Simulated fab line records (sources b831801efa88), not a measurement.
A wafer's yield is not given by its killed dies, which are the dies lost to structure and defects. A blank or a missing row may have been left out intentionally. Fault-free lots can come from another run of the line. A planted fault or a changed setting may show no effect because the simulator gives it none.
Struck lot and sound lot, side by side | flow sfqLine | 42 steps out of a route of 325
Sound: wafers L138.3, L138.4, L138.6. Wafers L141.3, L141.5, L141.6 were the ones struck. Last of all comes the cause.
For every step that has rows: the tool of each side, followed by ch and its chambers, followed by its first start. Under that, the readings that differ: sound wafers | struck wafers | difference of the means | sigmas: that difference in standard deviations of wafers without a fault.
alike: same words and numbers on both sides, and readings whose means sit less than 2 such deviations apart. not compared: any withheld reading, any reading some wafer has no value for, any bound like >300 that may hide the same value, and any number with overlapping values for which the record gives no deviation.
Wherever a step has rows on one side only, a row that says differs or no value, or a row with sigmas, the two part there. Non-overlapping numbers with no deviation appear without sigmas and do not part them. A reading that every wafer of one side lacks parts them only if that side has two wafers or more.

first, 6 steps without rows for these wafers: SFQ_TRILAYER_M4_LITHO_COAT_098 (resist thk 62 nm); SFQ_TRILAYER_M4_LITHO_COAT_093 (resist thk 600 nm); SFQ_TRILAYER_M4_LITHO_SOFTBAKE_097; SFQ_TRILAYER_M4_LITHO_EXPOSE_094 (exposes mask M4, target cd 500 nm); SFQ_TRILAYER_M4_LITHO_PEB_096 (peb time 60 s); SFQ_TRILAYER_M4_LITHO_DEVELOP_095 (time 60 s).
SFQ_M4_OVL_MEAS_926:
  sound on overlay-01 at day 36 05:32; struck on overlay-01 at day 37 04:39
  alike: M4_OVL
SFQ_TRILAYER_M4_BARC_OPEN_METAL_ETCH_123: etches BARC in O2, target depth 125 nm, time 41.7 s.
  sound on rieMetal-02 ch 0,1, day 36 05:35; struck on rieMetal-04 ch 0,1, day 37 04:47
reading                  | sound       | struck      | difference | sigmas
drypumpMotorCurrentA (A) | 5.9 5.8 5.8 | 5.1 4.8 5.1 | -0.8       | -2
  alike: oesProductAu
  not compared: rfHoursCounterH
then, 1 step without rows for these wafers: SFQ_TRILAYER_M4_ETCH_METAL_ETCH_096 (etches Nb in Cl2/Ar, stops on SiO2, target depth 240 nm, time 120 s).
SFQ_TRILAYER_M4_STRIP_STRIP_097: strips in O2.
  sound on rieMetal-02 ch 0,1, day 36 05:57; struck on rieMetal-04 ch 0,1, day 37 05:10
reading                  | sound       | struck      | difference | sigmas
drypumpMotorCurrentA (A) | 5.9 5.8 5.8 | 5.1 4.9 5.1 | -0.8       | -2
  alike: oesProductAu
  not compared: rfHoursCounterH
then, 2 steps without rows for these wafers: SFQ_TRILAYER_M4_STRIP_SOLV_CLEAN_098 (cleans in NMP, time 600 s); SFQ_TRILAYER_I4_DEP_PECVD_099 (deposits SiO2 from SiH4/N2O, time 111.11 s, target thk 500 nm).
-- the record jumps here: 3 days lie between the struck wafers' starts before and after --
SFQ_TRILAYER_I4_CMP_CMP_100: polishes SiO2.
  sound on cmp-01 ch 0,1,3, day 38 16:53; struck on cmp-01 ch 0,2,3, day 39 21:23
reading                                            | sound             | struck            | difference | sigmas
model.SiO2_of_TRILAYER_I4_DEP_PECVD_099.thkNm (nm) | 198.4 201.6 200.2 | 221.7 221.2 221.5 | +21.4      | 
  alike: motorCurrentA, timeToEndpointS
SFQ_I4_BOW_MEAS_927:
  sound on filmMetro-01 at day 38 19:26; struck on filmMetro-03 at day 39 23:26
  alike: I4_BOW
SFQ_TRILAYER_I4_METRO_MEASURE_101:
  sound on filmMetro-01 at day 38 19:55; struck on filmMetro-03 at day 39 23:55
reading    | sound             | struck            | difference | sigmas
thkNm (nm) | 198.5 201.8 200.1 | 221.5 221.1 221.4 | +21.2      | +14
then, 6 steps without rows for these wafers: SFQ_TRILAYER_I4_VIA_LITHO_COAT_108 (resist thk 62 nm); SFQ_TRILAYER_I4_VIA_LITHO_COAT_103 (resist thk 650 nm); SFQ_TRILAYER_I4_VIA_LITHO_SOFTBAKE_107; SFQ_TRILAYER_I4_VIA_LITHO_EXPOSE_104 (exposes mask I4, target cd 700 nm); SFQ_TRILAYER_I4_VIA_LITHO_PEB_106 (peb time 60 s); SFQ_TRILAYER_I4_VIA_LITHO_DEVELOP_105 (time 60 s).
-- the record jumps here: 4 days lie between the struck wafers' starts before and after --
SFQ_I4_OVL_MEAS_928:
  sound on overlay-02 at day 42 14:19; struck on overlay-02 at day 43 19:05
  alike: I4_OVL
then, 1 step without rows for these wafers: SFQ_TRILAYER_I4_VIA_BARC_OPEN_VIA_ETCH_146 (etches BARC in O2, target depth 125 nm, time 41.7 s).
SFQ_TRILAYER_I4_VIA_ETCH_VIA_ETCH_106: etches SiO2 in CHF3, stops on Nb, target depth 260 nm.
  sound on rieDiel-02 ch 1,3, day 42 14:22; struck on rieDiel-02 ch 0,1,3, day 43 19:08
reading                      | sound             | struck            | difference | sigmas
oesProductAu (a.u.)          | 0.849 0.861 0.849 | 0.902 0.904 0.902 | +0.050     | +9
model.I4.featureDepthNm (nm) | 198.4 201.6 200.2 | 221.7 221.2 221.5 | +21.4      | 
model.etch.depthNm (nm)      | 198.4 201.6 200.2 | 221.7 221.2 221.5 | +21.4      | 
  alike: drypumpMotorCurrentA
SFQ_TRILAYER_I4_VIA_STRIP_STRIP_107: strips in O2.
  sound on rieMetal-04 ch 0,1, day 42 14:45; struck on rieMetal-04 ch 0,1, day 43 19:27
  alike: drypumpMotorCurrentA, oesProductAu
  not compared: rfHoursCounterH
then, 2 steps without rows for these wafers: SFQ_TRILAYER_I4_VIA_STRIP_SOLV_CLEAN_108 (cleans in NMP, time 600 s); SFQ_TRILAYER_JJ_TRILAYER_DEP_PRE_CLEAN_113 (time 22.5 s).
SFQ_TRILAYER_JJ_TRILAYER_DEP_SPUTTER_109: material Nb, target thk 150 nm, time 100 s.
  sound on pvdSputter-03 at day 42 15:29; struck on pvdSputter-06 at day 43 20:04
  alike: throttleValvePct
SFQ_TRILAYER_JJ_TRILAYER_DEP_SPUTTER_110: material Al, target thk 8 nm, time 10 s.
  sound on pvdSputter-03 at day 42 15:34; struck on pvdSputter-06 at day 43 20:08
  alike: throttleValvePct
then, 2 steps without rows for these wafers: SFQ_TRILAYER_JJ_TRILAYER_DEP_AL_OXIDATION_111 (oxidation time 600 s); SFQ_TRILAYER_JJ_TRILAYER_DEP_SPUTTER_112 (material Nb, target thk 170 nm, time 113.3 s).
SFQ_JJ_RS_MEAS_929: measurement is done with a four-point probe.
  sound on filmMetro-04 at day 42 16:42; struck on filmMetro-04 at day 43 21:16
  alike: JJ_NB_RS
then, 6 steps without rows for these wafers: SFQ_TRILAYER_JJ_CE_LITHO_COAT_119 (resist thk 62 nm); SFQ_TRILAYER_JJ_CE_LITHO_COAT_114 (resist thk 600 nm); SFQ_TRILAYER_JJ_CE_LITHO_SOFTBAKE_118; SFQ_TRILAYER_JJ_CE_LITHO_EXPOSE_115 (exposes mask J5, target cd 700 nm); SFQ_TRILAYER_JJ_CE_LITHO_PEB_117 (peb time 60 s); SFQ_TRILAYER_JJ_CE_LITHO_DEVELOP_116 (time 60 s).
-- the record jumps here: 5 days lie between the struck wafers' starts before and after --
SFQ_JJ_OVL_MEAS_931:
  sound on overlay-01 at day 46 15:38; struck on overlay-02 at day 48 18:32
  alike: J5_OVL
then, 2 steps without rows for these wafers: SFQ_TRILAYER_JJ_CE_METRO_MEASURE_117; SFQ_TRILAYER_JJ_CE_BARC_OPEN_RIE_150 (chemistry O2, target BARC, target depth 240 nm, time 80 s).
SFQ_TRILAYER_M5_ETCH_METAL_ETCH_126: etches Nb in Cl2/BCl3, stops on SiO2, time 203.2 s, target depth 265 nm.
  sound on rieMetal-03 ch 0,1, day 46 20:44; struck on rieMetal-01 ch 0,1, day 48 23:38
reading                                            | sound           | struck            | difference | sigmas
model.SiO2_of_TRILAYER_I4_DEP_PECVD_099.thkNm (nm) | 178.4 182 180.2 | 201.8 200.8 201.7 | +21.2      | 
  alike: drypumpMotorCurrentA, oesProductAu
  not compared: rfHoursCounterH

WHERE THEY PART
Earliest at SFQ_TRILAYER_M4_BARC_OPEN_METAL_ETCH_123; latest, in this record, at SFQ_TRILAYER_I4_VIA_ETCH_VIA_ETCH_106. Later steps at which nothing parts them and some readings are alike: SFQ_TRILAYER_I4_VIA_STRIP_STRIP_107, SFQ_TRILAYER_JJ_TRILAYER_DEP_SPUTTER_109, SFQ_TRILAYER_JJ_TRILAYER_DEP_SPUTTER_110, SFQ_JJ_RS_MEAS_929, SFQ_JJ_OVL_MEAS_931, SFQ_TRILAYER_M5_ETCH_METAL_ETCH_126.

WHY: what the simulator had put in
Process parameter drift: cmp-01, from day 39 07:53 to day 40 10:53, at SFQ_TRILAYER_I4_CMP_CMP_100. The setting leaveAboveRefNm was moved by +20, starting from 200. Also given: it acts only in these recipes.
